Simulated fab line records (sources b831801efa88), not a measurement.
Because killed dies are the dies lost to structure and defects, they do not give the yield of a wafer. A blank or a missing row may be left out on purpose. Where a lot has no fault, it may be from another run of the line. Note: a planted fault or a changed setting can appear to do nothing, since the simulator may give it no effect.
Matching of chambers | flow sfq line | SFQ_TRILAYER_I3_CMP_CMP_082 on cmp-01: 4 sister chambers
The step polishes SiO2. 15 wafers are shown with their chamber, then 7 later ones without.

## WAFERS WITH THEIR CHAMBER
wafer  | chamber | motor current A (A) | time to endpoint s (s)
L641.1 | 1       | 10.5                | 219
L641.3 | 0       | 10.0                | 210
L641.6 | 3       | 9.6                 | 210
L642.2 | 2       | 9.6                 | 204
L642.4 | 3       | 9.9                 | 201
L642.3 | 1       | 10.9                | 214
L644.4 | 1       | 10.9                | 212
L644.3 | 0       | 9.8                 | 201
L644.6 | 2       | 9.9                 | 220
L645.1 | 3       | 10.5                | 202
L645.2 | 2       | 10.4                | 203
L645.5 | 0       | 9.7                 | 199
L646.1 | 3       | 10.2                | 197
L646.2 | 1       | 11.6                | 212
L646.6 | 2       | 9.6                 | 221

SIGNATURES (means of the wafers above)
reading            | chamber 0 | chamber 1 | chamber 2 | chamber 3 | scatter within a chamber
motor current A    | 9.833     | 10.975    | 9.875     | 10.050    | 0.376
time to endpoint s | 203.33    | 214.25    | 212.00    | 202.50    | 6.61
Rule: for each reading, subtract the chamber's mean from the wafer's reading, divide by that reading's scatter and square the result; add these up over the readings and take the root, which gives the wafer's distance from the chamber. If the next closest chamber is less than 2 further off than the closest, the wafer can't be placed; otherwise it belongs to the closest. The scatter: take each reading less its chamber's mean, square it, sum over the shown wafers, divide by the number of wafers less the number of chambers, and take the root.

## WAFERS WITH NO CHAMBER GIVEN
wafer  | motor current A (A) | time to endpoint s (s)
L653.1 | 9.5                 | 212
L653.3 | 9.6                 | 216
L653.4 | 11.0                | 224
L661.1 | 9.5                 | 201
L662.2 | 11.1                | 222
L662.3 | 9.9                 | 204
L662.4 | 9.5                 | 215

## CHAMBER TAKEN BY EACH
wafer  | from the rows above          | in truth
L653.1 | can't be placed: 2 or 0 or 3 | 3
L653.3 | can't be placed: 2 or 0 or 3 | 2
L653.4 | 1                            | 1
L661.1 | can't be placed: 0 or 3 or 2 | 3
L662.2 | 1                            | 1
L662.3 | can't be placed: 0 or 3 or 2 | 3
L662.4 | can't be placed: 2 or 0 or 3 | 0
Correct placement for 2 of the 7. These rows do not allow placing 5 (true chamber among the candidates in 5). 0 placed wrongly.
